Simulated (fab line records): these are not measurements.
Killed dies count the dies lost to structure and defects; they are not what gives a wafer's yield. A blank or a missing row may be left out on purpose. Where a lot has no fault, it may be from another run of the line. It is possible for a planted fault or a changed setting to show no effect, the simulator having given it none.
Which of the tools did it? / flow sfqLine / 14 lots with 42 wafers sampled at 4 steps, on a route of 325 steps

== WHAT EACH GAUGE READ, for each wafer ==
The record lacks any reading of a measuring or inspecting step that a usual standard deviation could be used to judge.

== WHAT TOOL EACH LOT RAN ON (gives the tool, then ch and the chambers of the sampled wafers, and finally the start) ==
lot=L173; SFQ_TRILAYER_I1_VIA_LITHO_EXPOSE_050=krfScanner-02 ch 0, day 11 09:21; SFQ_TRILAYER_I2_DEP_PECVD_063=pecvd-01 ch 0,1,2, day 15 22:47; SFQ_TRILAYER_JJ_CE_STRIP_STRIP_120=rieMetal-01 ch 0, day 45 23:26; SFQ_TRILAYER_R5_BARC_OPEN_METAL_ETCH_177=rieMetal-01 ch 0,1, day 53 08:44
lot=L175; SFQ_TRILAYER_I1_VIA_LITHO_EXPOSE_050=krfScanner-02 ch 0, day 18 02:12; SFQ_TRILAYER_I2_DEP_PECVD_063=pecvd-01 ch 0,1, day 18 10:18; SFQ_TRILAYER_JJ_CE_STRIP_STRIP_120=rieMetal-04 ch 0,1, day 46 22:26; SFQ_TRILAYER_R5_BARC_OPEN_METAL_ETCH_177=rieMetal-01 ch 0,1, day 54 01:33
lot=L176; SFQ_TRILAYER_I1_VIA_LITHO_EXPOSE_050=krfScanner-02 ch 0, day 18 04:36; SFQ_TRILAYER_I2_DEP_PECVD_063=pecvd-03 ch 0,1, day 18 11:30; SFQ_TRILAYER_JJ_CE_STRIP_STRIP_120=rieMetal-02 ch 0,1, day 47 00:50; SFQ_TRILAYER_R5_BARC_OPEN_METAL_ETCH_177=rieMetal-03 ch 0,1, day 54 02:45
lot=L178; SFQ_TRILAYER_I1_VIA_LITHO_EXPOSE_050=krfScanner-02 ch 0, day 29 17:20; SFQ_TRILAYER_I2_DEP_PECVD_063=pecvd-02 ch 0,1,2, day 30 03:37; SFQ_TRILAYER_JJ_CE_STRIP_STRIP_120=rieMetal-04 ch 0,1, day 55 00:04; SFQ_TRILAYER_R5_BARC_OPEN_METAL_ETCH_177=rieMetal-02 ch 0,1, day 60 11:35
lot=L180; SFQ_TRILAYER_I1_VIA_LITHO_EXPOSE_050=krfScanner-02, day 30 23:56; SFQ_TRILAYER_I2_DEP_PECVD_063=pecvd-01 ch 0,2, day 31 06:28; SFQ_TRILAYER_JJ_CE_STRIP_STRIP_120=rieMetal-04 ch 0,1, day 55 18:22; SFQ_TRILAYER_R5_BARC_OPEN_METAL_ETCH_177=rieMetal-03 ch 0,1, day 61 13:32
lot=L181; SFQ_TRILAYER_I1_VIA_LITHO_EXPOSE_050=krfScanner-02, day 32 02:20; SFQ_TRILAYER_I2_DEP_PECVD_063=pecvd-02 ch 0,1,2, day 32 08:33; SFQ_TRILAYER_JJ_CE_STRIP_STRIP_120=rieMetal-04 ch 0,1, day 56 21:24; SFQ_TRILAYER_R5_BARC_OPEN_METAL_ETCH_177=rieMetal-03 ch 1, day 63 02:37
lot=L182; SFQ_TRILAYER_I1_VIA_LITHO_EXPOSE_050=krfScanner-01 ch 0, day 32 15:40; SFQ_TRILAYER_I2_DEP_PECVD_063=pecvd-03 ch 0,1,2, day 32 21:47; SFQ_TRILAYER_JJ_CE_STRIP_STRIP_120=rieMetal-02 ch 0,1, day 58 02:17; SFQ_TRILAYER_R5_BARC_OPEN_METAL_ETCH_177=rieMetal-02 ch 0,1, day 64 00:55
lot=L184; SFQ_TRILAYER_I1_VIA_LITHO_EXPOSE_050=krfScanner-01 ch 0, day 33 10:52; SFQ_TRILAYER_I2_DEP_PECVD_063=pecvd-01 ch 0,1, day 33 19:09; SFQ_TRILAYER_JJ_CE_STRIP_STRIP_120=rieMetal-01 ch 0,1, day 58 08:17; SFQ_TRILAYER_R5_BARC_OPEN_METAL_ETCH_177=rieMetal-02 ch 0,1, day 64 11:57
lot=L188; SFQ_TRILAYER_I1_VIA_LITHO_EXPOSE_050=krfScanner-02 ch 0, day 35 05:56; SFQ_TRILAYER_I2_DEP_PECVD_063=pecvd-02 ch 1, day 35 14:50; SFQ_TRILAYER_JJ_CE_STRIP_STRIP_120=rieMetal-04 ch 0, day 60 07:17; SFQ_TRILAYER_R5_BARC_OPEN_METAL_ETCH_177=rieMetal-03 ch 0,1, day 71 03:20
lot=L190; SFQ_TRILAYER_I1_VIA_LITHO_EXPOSE_050=krfScanner-02 ch 0, day 35 10:32; SFQ_TRILAYER_I2_DEP_PECVD_063=pecvd-01 ch 0,1,2, day 35 19:13; SFQ_TRILAYER_JJ_CE_STRIP_STRIP_120=rieMetal-01 ch 0,1, day 60 14:17; SFQ_TRILAYER_R5_BARC_OPEN_METAL_ETCH_177=rieMetal-02 ch 0,1, day 71 15:20
lot=L191; SFQ_TRILAYER_I1_VIA_LITHO_EXPOSE_050=krfScanner-02 ch 0, day 35 13:08; SFQ_TRILAYER_I2_DEP_PECVD_063=pecvd-02 ch 0,2, day 35 19:38; SFQ_TRILAYER_JJ_CE_STRIP_STRIP_120=rieMetal-01 ch 0,1, day 60 23:53; SFQ_TRILAYER_R5_BARC_OPEN_METAL_ETCH_177=rieMetal-02 ch 0,1, day 72 02:02
lot=L192; SFQ_TRILAYER_I1_VIA_LITHO_EXPOSE_050=krfScanner-02 ch 0, day 35 15:32; SFQ_TRILAYER_I2_DEP_PECVD_063=pecvd-02 ch 1,2, day 41 00:57; SFQ_TRILAYER_JJ_CE_STRIP_STRIP_120=rieMetal-02 ch 0,1, day 61 04:35; SFQ_TRILAYER_R5_BARC_OPEN_METAL_ETCH_177=rieMetal-01 ch 0,1, day 72 05:38
lot=L193; SFQ_TRILAYER_I1_VIA_LITHO_EXPOSE_050=krfScanner-02 ch 0, day 35 16:32; SFQ_TRILAYER_I2_DEP_PECVD_063=pecvd-03 ch 0,1, day 41 03:31; SFQ_TRILAYER_JJ_CE_STRIP_STRIP_120=rieMetal-02 ch 0,1, day 61 08:11; SFQ_TRILAYER_R5_BARC_OPEN_METAL_ETCH_177=rieMetal-01 ch 0,1, day 72 09:14
lot=L195; SFQ_TRILAYER_I1_VIA_LITHO_EXPOSE_050=krfScanner-02 ch 0, day 35 20:32; SFQ_TRILAYER_I2_DEP_PECVD_063=pecvd-02 ch 0,1, day 41 08:09; SFQ_TRILAYER_JJ_CE_STRIP_STRIP_120=rieMetal-04 ch 0,1, day 61 20:23; SFQ_TRILAYER_R5_BARC_OPEN_METAL_ETCH_177=rieMetal-02 ch 0,1, day 72 15:16
- SFQ_TRILAYER_I1_VIA_LITHO_EXPOSE_050: exposes mask I1, target cd 500 nm.
- SFQ_TRILAYER_I2_DEP_PECVD_063: deposits SiO2 from SiH4/N2O, time 111.11 s, target thk 500 nm.
- SFQ_TRILAYER_JJ_CE_STRIP_STRIP_120: strips in O2.
- SFQ_TRILAYER_R5_BARC_OPEN_METAL_ETCH_177: etches BARC in O2, target depth 125 nm, time 41.7 s.

== AS READ BY THE TOOLS THEMSELVES (means over the sampled wafers that have a number; for cases with no such wafer, the mark the record gives instead) ==
SFQ_TRILAYER_I1_VIA_LITHO_EXPOSE_050.
lot=L173; tool=krfScanner-02; exposureDoseMJCm2=21.265; focusOffsetNm (nm)=0.0
lot=L175; tool=krfScanner-02; exposureDoseMJCm2=21.330; focusOffsetNm (nm)=-0.5
lot=L176; tool=krfScanner-02; exposureDoseMJCm2=21.297; focusOffsetNm (nm)=-0.0
lot=L178; tool=krfScanner-02; exposureDoseMJCm2=21.302; focusOffsetNm (nm)=0.2
lot=L180; tool=krfScanner-02; exposureDoseMJCm2=-; focusOffsetNm (nm)=-
lot=L181; tool=krfScanner-02; exposureDoseMJCm2=-; focusOffsetNm (nm)=-
lot=L182; tool=krfScanner-01; exposureDoseMJCm2=21.286; focusOffsetNm (nm)=-0.1
lot=L184; tool=krfScanner-01; exposureDoseMJCm2=21.264; focusOffsetNm (nm)=0.4
lot=L188; tool=krfScanner-02; exposureDoseMJCm2=21.275; focusOffsetNm (nm)=-0.0
lot=L190; tool=krfScanner-02; exposureDoseMJCm2=21.295; focusOffsetNm (nm)=0.4
lot=L191; tool=krfScanner-02; exposureDoseMJCm2=21.293; focusOffsetNm (nm)=-1.0
lot=L192; tool=krfScanner-02; exposureDoseMJCm2=21.281; focusOffsetNm (nm)=-0.6
lot=L193; tool=krfScanner-02; exposureDoseMJCm2=21.282; focusOffsetNm (nm)=-0.1
lot=L195; tool=krfScanner-02; exposureDoseMJCm2=21.260; focusOffsetNm (nm)=0.9

SFQ_TRILAYER_I2_DEP_PECVD_063.
lot=L173; tool=pecvd-01; heaterPowerOuterW (W)=27; heaterPowerW (W)=85; rfFwdPowerW (W)=182.6; throttleValvePct (%)=22.5
lot=L175; tool=pecvd-01; heaterPowerOuterW (W)=30; heaterPowerW (W)=86; rfFwdPowerW (W)=182.7; throttleValvePct (%)=22.4
lot=L176; tool=pecvd-03; heaterPowerOuterW (W)=31; heaterPowerW (W)=85; rfFwdPowerW (W)=180.9; throttleValvePct (%)=24.6
lot=L178; tool=pecvd-02; heaterPowerOuterW (W)=29; heaterPowerW (W)=82; rfFwdPowerW (W)=182.7; throttleValvePct (%)=24.9
lot=L180; tool=pecvd-01; heaterPowerOuterW (W)=27; heaterPowerW (W)=88; rfFwdPowerW (W)=182.6; throttleValvePct (%)=23.8
lot=L181; tool=pecvd-02; heaterPowerOuterW (W)=30; heaterPowerW (W)=82; rfFwdPowerW (W)=182.0; throttleValvePct (%)=24.8
lot=L182; tool=pecvd-03; heaterPowerOuterW (W)=31; heaterPowerW (W)=86; rfFwdPowerW (W)=181.7; throttleValvePct (%)=25.7
lot=L184; tool=pecvd-01; heaterPowerOuterW (W)=23; heaterPowerW (W)=78; rfFwdPowerW (W)=182.3; throttleValvePct (%)=22.7
lot=L188; tool=pecvd-02; heaterPowerOuterW (W)=30; heaterPowerW (W)=85; rfFwdPowerW (W)=181.7; throttleValvePct (%)=24.6
lot=L190; tool=pecvd-01; heaterPowerOuterW (W)=30; heaterPowerW (W)=89; rfFwdPowerW (W)=182.7; throttleValvePct (%)=23.7
lot=L191; tool=pecvd-02; heaterPowerOuterW (W)=27; heaterPowerW (W)=78; rfFwdPowerW (W)=182.0; throttleValvePct (%)=25.1
lot=L192; tool=pecvd-02; heaterPowerOuterW (W)=31; heaterPowerW (W)=87; rfFwdPowerW (W)=181.8; throttleValvePct (%)=22.1
lot=L193; tool=pecvd-03; heaterPowerOuterW (W)=29; heaterPowerW (W)=80; rfFwdPowerW (W)=181.3; throttleValvePct (%)=25.6
lot=L195; tool=pecvd-02; heaterPowerOuterW (W)=24; heaterPowerW (W)=75; rfFwdPowerW (W)=181.2; throttleValvePct (%)=22.6

SFQ_TRILAYER_JJ_CE_STRIP_STRIP_120.
lot=L173; tool=rieMetal-01; chamberPressureMTorr (mTorr)=50.00; drypumpMotorCurrentA (A)=5.3; oesProductAu (a.u.)=1.004
lot=L175; tool=rieMetal-04; chamberPressureMTorr (mTorr)=49.99; drypumpMotorCurrentA (A)=5.5; oesProductAu (a.u.)=1.005
lot=L176; tool=rieMetal-02; chamberPressureMTorr (mTorr)=49.96; drypumpMotorCurrentA (A)=5.8; oesProductAu (a.u.)=0.996
lot=L178; tool=rieMetal-04; chamberPressureMTorr (mTorr)=50.04; drypumpMotorCurrentA (A)=5.1; oesProductAu (a.u.)=1.008
lot=L180; tool=rieMetal-04; chamberPressureMTorr (mTorr)=50.00; drypumpMotorCurrentA (A)=5.5; oesProductAu (a.u.)=1.005
lot=L181; tool=rieMetal-04; chamberPressureMTorr (mTorr)=50.02; drypumpMotorCurrentA (A)=5.5; oesProductAu (a.u.)=0.995
lot=L182; tool=rieMetal-02; chamberPressureMTorr (mTorr)=49.99; drypumpMotorCurrentA (A)=5.8; oesProductAu (a.u.)=1.003
lot=L184; tool=rieMetal-01; chamberPressureMTorr (mTorr)=49.96; drypumpMotorCurrentA (A)=5.9; oesProductAu (a.u.)=1.009
lot=L188; tool=rieMetal-04; chamberPressureMTorr (mTorr)=50.02; drypumpMotorCurrentA (A)=4.8; oesProductAu (a.u.)=0.997
lot=L190; tool=rieMetal-01; chamberPressureMTorr (mTorr)=49.99; drypumpMotorCurrentA (A)=5.9; oesProductAu (a.u.)=1.009
lot=L191; tool=rieMetal-01; chamberPressureMTorr (mTorr)=50.03; drypumpMotorCurrentA (A)=5.9; oesProductAu (a.u.)=1.003
lot=L192; tool=rieMetal-02; chamberPressureMTorr (mTorr)=50.02; drypumpMotorCurrentA (A)=5.5; oesProductAu (a.u.)=0.995
lot=L193; tool=rieMetal-02; chamberPressureMTorr (mTorr)=50.01; drypumpMotorCurrentA (A)=5.5; oesProductAu (a.u.)=0.999
lot=L195; tool=rieMetal-04; chamberPressureMTorr (mTorr)=49.98; drypumpMotorCurrentA (A)=5.5; oesProductAu (a.u.)=1.004

SFQ_TRILAYER_R5_BARC_OPEN_METAL_ETCH_177.
lot=L173; tool=rieMetal-01; chamberPressureMTorr (mTorr)=9.999; drypumpMotorCurrentA (A)=5.9; oesProductAu (a.u.)=0.683; rfFwdPowerW (W)=614.9
lot=L175; tool=rieMetal-01; chamberPressureMTorr (mTorr)=10.006; drypumpMotorCurrentA (A)=5.9; oesProductAu (a.u.)=0.684; rfFwdPowerW (W)=612.2
lot=L176; tool=rieMetal-03; chamberPressureMTorr (mTorr)=9.997; drypumpMotorCurrentA (A)=6.4; oesProductAu (a.u.)=0.687; rfFwdPowerW (W)=618.1
lot=L178; tool=rieMetal-02; chamberPressureMTorr (mTorr)=10.001; drypumpMotorCurrentA (A)=5.8; oesProductAu (a.u.)=0.690; rfFwdPowerW (W)=613.6
lot=L180; tool=rieMetal-03; chamberPressureMTorr (mTorr)=10.003; drypumpMotorCurrentA (A)=6.3; oesProductAu (a.u.)=0.681; rfFwdPowerW (W)=616.0
lot=L181; tool=rieMetal-03; chamberPressureMTorr (mTorr)=10.000; drypumpMotorCurrentA (A)=6.1; oesProductAu (a.u.)=0.685; rfFwdPowerW (W)=615.8
lot=L182; tool=rieMetal-02; chamberPressureMTorr (mTorr)=9.998; drypumpMotorCurrentA (A)=5.5; oesProductAu (a.u.)=0.682; rfFwdPowerW (W)=614.3
lot=L184; tool=rieMetal-02; chamberPressureMTorr (mTorr)=9.990; drypumpMotorCurrentA (A)=5.5; oesProductAu (a.u.)=0.685; rfFwdPowerW (W)=614.6
lot=L188; tool=rieMetal-03; chamberPressureMTorr (mTorr)=10.001; drypumpMotorCurrentA (A)=6.3; oesProductAu (a.u.)=0.686; rfFwdPowerW (W)=614.8
lot=L190; tool=rieMetal-02; chamberPressureMTorr (mTorr)=10.006; drypumpMotorCurrentA (A)=5.5; oesProductAu (a.u.)=0.692; rfFwdPowerW (W)=615.5
lot=L191; tool=rieMetal-02; chamberPressureMTorr (mTorr)=10.002; drypumpMotorCurrentA (A)=5.8; oesProductAu (a.u.)=0.688; rfFwdPowerW (W)=615.7
lot=L192; tool=rieMetal-01; chamberPressureMTorr (mTorr)=10.001; drypumpMotorCurrentA (A)=5.9; oesProductAu (a.u.)=0.687; rfFwdPowerW (W)=614.9
lot=L193; tool=rieMetal-01; chamberPressureMTorr (mTorr)=9.998; drypumpMotorCurrentA (A)=5.9; oesProductAu (a.u.)=0.680; rfFwdPowerW (W)=614.1
lot=L195; tool=rieMetal-02; chamberPressureMTorr (mTorr)=10.001; drypumpMotorCurrentA (A)=5.5; oesProductAu (a.u.)=0.689; rfFwdPowerW (W)=614.1

== THE ANSWER, worked out from the rows above alone ==
Rule: usual is defined by the lots themselves. Put in order of their means at a reading, lots are off if they are a third of the lots or fewer, leave a main group of 4 or more, and stand apart from it by a gap of 3 or more times the standard deviation of the main group's means; of several such gaps the widest counts. If all means in a main group match to the digits the tables above print for the reading, that group is not used. A lot without any number at a reading at which 4 lots or more have one is off too. All remaining lots with rows at the step are treated as sound. The gauges are gone through in route order, then the tools' own readings, and for those a lot's mean is taken as printed above. The first step at which some lot is off is used, and at that step the reading that is off furthest; a lot without a number counts as furthest.
Off at SFQ_TRILAYER_I1_VIA_LITHO_EXPOSE_050 (exposureDoseMJCm2): L180, L181. Without a number there: L180, L181. For the main group the mean is 21.286 and the standard deviation 0.019.
If a tool, at that step or one of the process steps before it, ran each lot that is off and ran no sound lot following the first of them, it fits. No candidate that was tried fits.

== WHAT WAS PUT IN BY THE SIMULATOR ==
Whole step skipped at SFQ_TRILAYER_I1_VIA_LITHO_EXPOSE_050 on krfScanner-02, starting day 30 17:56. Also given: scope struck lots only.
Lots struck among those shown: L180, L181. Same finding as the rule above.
